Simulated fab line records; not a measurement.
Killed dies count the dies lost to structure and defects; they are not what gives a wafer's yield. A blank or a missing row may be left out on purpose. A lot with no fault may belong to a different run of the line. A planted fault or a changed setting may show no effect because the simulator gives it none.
fab line records | flow sky130
record lots=5 wafers=15 last-day=49
route steps=708 shown SONOS_TUNNEL@160 SONOS_ONO@168 GATE_OXIDE@187 PAD_OPEN@708
lots that met no fault: taken from a fault-free run of the same line
start-h: start of the lot's first displayed wafer, in hours after the record's first day | wait-h: how many hours have passed since the lot's step before this one | " repeats the value in the row above | L1.1+2: one row covering several wafers at once | - no value, or no start given | * or withheld: withheld | < > ~ a bound
route shown NAME@n: a module of which the file shows steps, and the number in the route of the first | usual: average and standard deviation across the fault-free wafers | same: alike in all rows | chamber/n: place in a boat | sites: the reading at each site | _std_site: the standard deviation of these | _edge_site: mean of outer sites minus mean of inner sites | radius-mm: how far each site lies from the wafer's centre | mask NAME#n: copy n | behind: the last tool/chamber to shape the wafer | hold: what put the lot on hold/how long, in hours/how the hold closed | device: whichever transistor did not switch (one of n, p or np) | end of line: the tests these same wafers got at the end of their route | a step given without rows: its recipe and nothing more | killed: dies lost to structure and defects at the first sort, not the wafer's yield | map: dies across one wafer; x = killed, . = not, _ = none there
set.NAME: setting as actually run; set.NAME@STEP: the setting as run at that earlier step | model.NAME: the simulator's own value behind a step, which no gauge read
lots at some steps of the route; a table a step, a row a wafer
services: from which hour (start-h, from the record's first day; less than 0 if before it) a tool's chamber was out of use, for how many hours, and why
## steps
# step SKY_SONOS_TUNNEL_DEVELOP_06
# recipe resist=NOVOLAK developer=TMAH develop-time-s=60 dev-temp-c=23.47
# step SKY_SONOS_TUNNEL_IMPLANT_09
# recipe species=B energy-kev=20 dose-cm2=1e+12 tilt-deg=withheld
# step SKY_SONOS_TUNNEL_WET_ETCH_10
# recipe chemistry=dHF target-depth-nm=14 target=SiO2 dilution=100:1 temp-c=25 time-s=280
# step SKY_SONOS_TUNNEL_STRIP_11
# recipe chemistry=SPM time-s=600 temp-c=130
# step SKY_SONOS_TUNNEL_CLEAN_13
# recipe chemistry=dHF time-s=20 dilution=100:1 dry=ipa-marangoni
# step SKY_SONOS_ONO_OXIDATION_00
# recipe temp-c=800 ambient=O2 idle-temp-c=700 ramp-up-c-per-min=10 ramp-down-c-per-min=3 stabilise-s=600 purge-s=300 target-thk-a=26 ox-time-s=1249
# step SKY_SONOS_ONO_CVD_02
# recipe material=Si3N4 precursor=DCS/NH3 target-thk-nm=10.5 temp-c=770 time-s=180 pressure-mtorr=250
# step SKY_SONOS_ONO_CVD_04
# recipe material=SiO2 precursor=SiH4/N2O target-thk-nm=5.7199 temp-c=900 pressure-mtorr=400
# usual spike-tc-bottom-C=917.0/2.1 spike-tc-centre-C=899.2/1.4 spike-tc-lower-C=901.3/0.94 spike-tc-top-C=913/3.7 spike-tc-upper-C=900.7/1.4 susceptor-temp-C=900.0/0.36 zone-power-lower-pct=17.83/0.19 zone-power-upper-pct=18.6/0.32
# columns lot.wafer tool chamber start-h wait-h spike-tc-bottom-C spike-tc-centre-C spike-tc-lower-C spike-tc-top-C spike-tc-upper-C susceptor-temp-C zone-power-lower-pct zone-power-upper-pct model.SiO2_of_SONOS_ONO_CVD_04.thk-nm
L883.2 lpcvd-03 1 295.26 0.0 944.9 925.3 928.4 943 924.5 925.8 19.19 20.0 8.358
L883.4 " 1 " " 945.6 926.3 927.8 943 923.5 926.5 19.16 20.5 8.467
L883.6 " 1 " " 946.8 927.5 926.9 943 925.0 926.2 19.26 20.4 8.34
L884.1 lpcvd-03 0 300.00 0.1 941.8 924.3 926.3 934 926.6 925.8 19.25 20.0 8.508
L884.2 " 0 " " 940.5 923.9 926.8 935 926.1 925.1 18.96 19.6 8.497
L884.4 " 0 " " 941.3 924.6 926.0 935 928.2 925.0 19.18 19.6 8.63
L885.2 lpcvd-03 0 310.68 0.0 941.7 923.8 927.0 935 927.5 925.9 18.85 19.3 8.603
L885.5 " 0 " " 940.6 924.8 927.9 935 927.0 925.5 19.26 19.8 8.547
L885.6 " 0 " " 941.0 923.8 927.9 937 928.3 925.8 18.91 19.5 8.536
L895.1 lpcvd-03 0 392.00 0.1 916.7 899.3 900.9 910 902.8 900.2 17.76 18.7 5.824
L895.2 " 0 " " 916.2 898.4 901.1 911 902.1 899.6 17.92 18.8 5.835
L895.5 " 0 " " 917.0 897.5 902.0 911 901.7 899.9 17.91 18.5 5.837
L899.1 lpcvd-03 0 411.67 0.1 915.9 899.6 901.9 910 901.8 899.2 17.63 18.8 5.61
L899.3 " 0 " " 915.8 897.4 901.4 911 901.9 899.2 17.93 18.4 5.647
L899.6 " 0 " " 914.0 897.7 901.1 910 900.6 899.4 17.51 18.2 5.655
# step SKY_SONOS_ONO_THK_MEAS_05
# recipe reads=SiO2_of_SONOS_ONO_CVD_04
# usual SONOS_ONO_CVD_04_THK=5.70/0.11
# columns lot.wafer tool chamber start-h wait-h SONOS_ONO_CVD_04_THK[nm]
L883.2 film-metro-04 - 296.52 0.0 8.29
L883.4 " - " " 8.49
L883.6 " - " " 8.35
L884.1 film-metro-04 - 301.25 0.0 8.45
L884.2 " - " " 8.49
L884.4 " - " " 8.61
L885.2 film-metro-02 - 311.94 0.0 8.62
L885.5 " - " " 8.55
L885.6 " - " " 8.56
L895.1 film-metro-03 - 393.25 0.0 5.85
L895.2 " - " " 5.83
L895.5 " - " " 5.84
L899.1 film-metro-04 - 412.92 0.0 5.58
L899.3 " - " " 5.67
L899.6 " - " " 5.63
# step SKY_SONOS_ONO_DEHYDRATE_06
# recipe temp-c=200 time-s=60
# step SKY_SONOS_ONO_HMDS_07
# recipe prime-time-s=60 prime-temp-c=120
# step SKY_SONOS_ONO_COAT_08
# recipe resist=NOVOLAK spin-rpm=3000 resist-thk-nm=1140
# step SKY_SONOS_ONO_SOFTBAKE_09
# recipe temp-c=90 time-s=60 resist=NOVOLAK
# step SKY_SONOS_ONO_EXPOSE_10
# recipe mask-id=ONOM target-cd-nm=410 na=0.6 source-shape=conventional sigma-outer=0.6 dose-mj=150
# step SKY_SONOS_ONO_PEB_11
# recipe temp-c=withheld time-s=* resist=NOVOLAK
# step SKY_SONOS_ONO_DEVELOP_12
# recipe develop-time-s=60 dev-temp-c=23
# step SKY_SONOS_ONO_ETCH_15
# recipe target-depth-nm=19.52 chemistry=CHF3/O2 source-w=600 bias-w=200 pressure-mtorr=40 chf3-flow-sccm=50 O2_flow_sccm=5 time-s=7.8
# step SKY_SONOS_ONO_WET_ETCH_16
# recipe chemistry=dHF target-depth-nm=14 dry=n2-spin target=SiO2 dilution=100:1 temp-c=25 time-s=280
# step SKY_SONOS_ONO_STRIP_17
# recipe chemistry=O2/N2 power-w=1400 pressure-mtorr=1500 platen-temp-c=withheld o2-flow-sccm=3000 n2-flow-sccm=300 overash-fraction=0.5
# step SKY_SONOS_ONO_WET_ETCH_18
# recipe chemistry=H3PO4 target-depth-nm=15 target=Si3N4 temp-c=160 time-s=172
# step SKY_GATE_OXIDE_CLEAN_00
# recipe chemistry=SC1/SC2 mix=1:4:20 temp-c=70 time-s=150 dry=n2-spin
# step SKY_GATE_OXIDE_OXIDATION_01
# recipe temp-c=900 ambient=O2 stabilise-s=600 purge-s=300 target-thk-a=102.68 ox-time-s=1473
# step SKY_GATE_OXIDE_DEHYDRATE_03
# recipe temp-c=200 time-s=60
# step SKY_GATE_OXIDE_HMDS_04
# recipe prime-time-s=60 prime-temp-c=120
# step SKY_GATE_OXIDE_COAT_05
# recipe resist=NOVOLAK spin-rpm=2936 resist-thk-nm=1140
# step SKY_GATE_OXIDE_SOFTBAKE_06
# recipe temp-c=90 time-s=60 resist=NOVOLAK
# step SKY_GATE_OXIDE_EXPOSE_07
# recipe mask-id=LVOM na=0.6 source-shape=conventional sigma-outer=0.6 polarization=unpolarized target-cd-nm=600 dose-mj=170
# step SKY_GATE_OXIDE_PEB_08
# recipe temp-c=withheld time-s=* resist=NOVOLAK
# step SKY_GATE_OXIDE_DEVELOP_09
# recipe resist=NOVOLAK developer=TMAH develop-time-s=60 dev-temp-c=23
# step SKY_GATE_OXIDE_IMPLANT_11
# recipe species=B energy-kev=10 dose-cm2=2.6e+12 tilt-deg=withheld
# step SKY_GATE_OXIDE_WET_ETCH_12
# recipe chemistry=dHF target-depth-nm=16.8 dry=n2-spin target=SiO2 dilution=100:1 temp-c=25 time-s=336
# step SKY_GATE_OXIDE_STRIP_13
# recipe chemistry=O2/N2 power-w=1400 pressure-mtorr=1500 platen-temp-c=withheld o2-flow-sccm=3000 n2-flow-sccm=300 overash-fraction=0.5
# step SKY_GATE_OXIDE_CLEAN_15
# recipe chemistry=SC1/SC2 mix=1:4:20 temp-c=70 time-s=150 dry=n2-spin
# columns lot.wafer tool chamber start-h wait-h model.SiO2_of_SONOS_ONO_CVD_04.thk-nm
L883.2 wet-bench-04 0 351.84 0.0 6.835
L883.4 " 0 " " 6.942
L883.6 " 0 " " 6.815
L884.1 wet-bench-03 3 358.53 0.1 6.995
L884.2 " 3 " " 6.978
L884.4 " 3 " " 7.115
L885.2 wet-bench-03 1 366.67 0.0 7.07
L885.5 " 1 " " 7.013
L885.6 " 1 " " 7.004
L895.1 wet-bench-03 0 455.86 0.1 4.278
L895.2+5 " 0 " " 4.296
L899.1 wet-bench-04 0 476.01 0.1 4.085
L899.3 " 0 " " 4.127
L899.6 " 0 " " 4.133
# step SKY_PAD_OPEN_PROBE_99
# usual killed_at_M0_to_M3=42/7.5 killed_at_M4_up=3.2/1.7 killed-at-contacts=24/5.1 killed-at-front-end=15/4.1 killed-at-other=0.3/0.58 killed-dies=85/8.9 killed-open=46/6.4 killed-short=39/6
# same gross-dies=492 killed-at-back-side=0
# columns lot.wafer tool chamber start-h wait-h killed_at_M0_to_M3 killed_at_M4_up killed-at-contacts killed-at-front-end killed-at-other killed-dies killed-open killed-short
L884.1 prober-01 - 1113.69 0.1 45 1 25 13 2 86 47 38
L884.2 prober-01 - 1113.74 0.1 34 1 28 18 1 82 35 46
L884.4 prober-01 - 1113.84 0.2 34 3 23 16 3 79 32 46
L895.1 prober-01 - 1173.76 0.1 34 5 17 12 0 68 33 35
L895.2 prober-01 - 1173.81 0.1 44 3 21 15 0 83 50 33
L895.5 prober-01 - 1173.96 0.2 29 4 22 12 0 67 34 33
L899.1 prober-01 - 1184.65 0.1 31 4 24 18 1 78 35 43
L899.3 prober-01 - 1184.75 0.2 35 2 25 14 0 76 50 26
L899.6 prober-01 - 1184.90 0.2 32 1 28 20 0 81 48 33
# killed by level:class
L884.1 CONTACT:geometric-particle:open=9 METAL1:geometric-particle:short=8 VIA2:geometric-particle:open=7 VIA3:geometric-particle:open=6 VIA1:geometric-particle:open=6 LI_CONTACT:geometric-particle:short=5 LI_CONTACT:geometric-particle:open=5 METAL2:geometric-particle:short=5
L884.2 CONTACT:geometric-particle:short=11 VIA1:geometric-particle:open=8 VIA3:geometric-particle:open=7 FIELD_ISO:geometric-particle:short=6 LI_CONTACT:geometric-particle:short=6 LI_CONTACT:geometric-particle:open=6 METAL2:geometric-particle:short=5 CONTACT:geometric-particle:open=4
L884.4 LI_CONTACT:geometric-particle:open=11 METAL2:geometric-particle:short=8 VIA1:geometric-particle:short=7 VIA1:geometric-particle:open=6 LI_CONTACT:geometric-particle:short=5 POLY_GATE:geometric-particle:short=4 CONTACT:geometric-particle:short=4 FIELD_ISO:geometric-particle:short=3
L895.1 VIA1:geometric-particle:open=12 CONTACT:geometric-particle:open=7 LOCAL_INTERCONNECT:geometric-particle:short=5 METAL1:geometric-particle:short=4 VIA1:geometric-particle:short=4 METAL4:geometric-particle:short=4 FIELD_ISO:geometric-particle:short=3 POLY_GATE:geometric-particle:open=3
L895.2 VIA1:geometric-particle:open=13 LI_CONTACT:geometric-particle:open=10 CONTACT:geometric-particle:open=7 VIA1:geometric-particle:short=7 METAL2:geometric-particle:short=6 VIA2:geometric-particle:open=6 POLY_GATE:geometric-particle:open=5 POLY_GATE:geometric-particle:short=4
L895.5 VIA1:geometric-particle:open=9 LI_CONTACT:geometric-particle:open=8 LOCAL_INTERCONNECT:geometric-particle:short=6 VIA2:geometric-particle:short=5 VIA3:geometric-particle:open=4 FIELD_ISO:geometric-particle:open=3 POLY_GATE:geometric-particle:short=3 LI_CONTACT:geometric-particle:short=3
L899.1 CONTACT:geometric-particle:open=10 METAL2:geometric-particle:short=8 LI_CONTACT:geometric-particle:open=7 FIELD_ISO:geometric-particle:short=6 FIELD_ISO:geometric-particle:open=4 VIA1:geometric-particle:open=4 LOCAL_INTERCONNECT:geometric-particle:short=4 VIA2:geometric-particle:short=4
L899.3 CONTACT:geometric-particle:open=10 VIA1:geometric-particle:open=10 LI_CONTACT:geometric-particle:open=8 VIA3:geometric-particle:open=5 FIELD_ISO:geometric-particle:short=5 METAL2:geometric-particle:short=5 VIA2:geometric-particle:open=5 FIELD_ISO:geometric-particle:open=4
L899.6 CONTACT:geometric-particle:open=17 VIA1:geometric-particle:open=9 FIELD_ISO:geometric-particle:open=7 FIELD_ISO:geometric-particle:short=6 LI_CONTACT:geometric-particle:open=5 METAL2:geometric-particle:short=5 VIA3:geometric-particle:open=4 POLY_GATE:geometric-particle:open=3
## services
# columns tool chamber start-h hours kind
wet-bench-03 - 329.21 16.1 repair
lpcvd-03 - 399.34 0.4 repair
lpcvd-03 - 431.98 6.1 pm
lpcvd-03 - 455.58 14.6 pm
## key
first-sign step=SKY_SONOS_ONO_CVD_04 reading=susceptor-temp-C direction=up sigmas=72 usual=* struck=*
effect step=SKY_SONOS_ONO_CVD_04 reading=spike-tc-lower-C direction=up sigmas=27 usual=901.3 struck=927.2
effect step=SKY_SONOS_ONO_THK_MEAS_05 reading=SONOS_ONO_CVD_04_THK direction=up sigmas=26 usual=5.70 struck=8.49
model-effect step=SKY_SONOS_ONO_CVD_04 value=SiO2_of_SONOS_ONO_CVD_04.thk-nm without=5.643 struck=8.498
model-effect step=SKY_GATE_OXIDE_CLEAN_15 value=SiO2_of_SONOS_ONO_CVD_04.thk-nm without=4.118 struck=6.974
met-at SKY_SONOS_ONO_CVD_04
struck-wafers L883.2,L883.4,L883.6,L884.1,L884.2,L884.4,L885.2,L885.5,L885.6
tester-left-out L883,L884,L885
fault kind=process-parameter-drift tool=lpcvd-03 chamber=- onset-h=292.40 steps=SKY_SONOS_ONO_CVD_04 channel=temp-c offset=* shape=step end-h=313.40 stated=*
# tester-left-out: of these lots the tester's yield and bins aren't shown, on N5 and GAA mostly nor the transistor test; their killed dies are dies lost to structure and defects alone, not to doping, threshold or leakage, so they don't give the yield
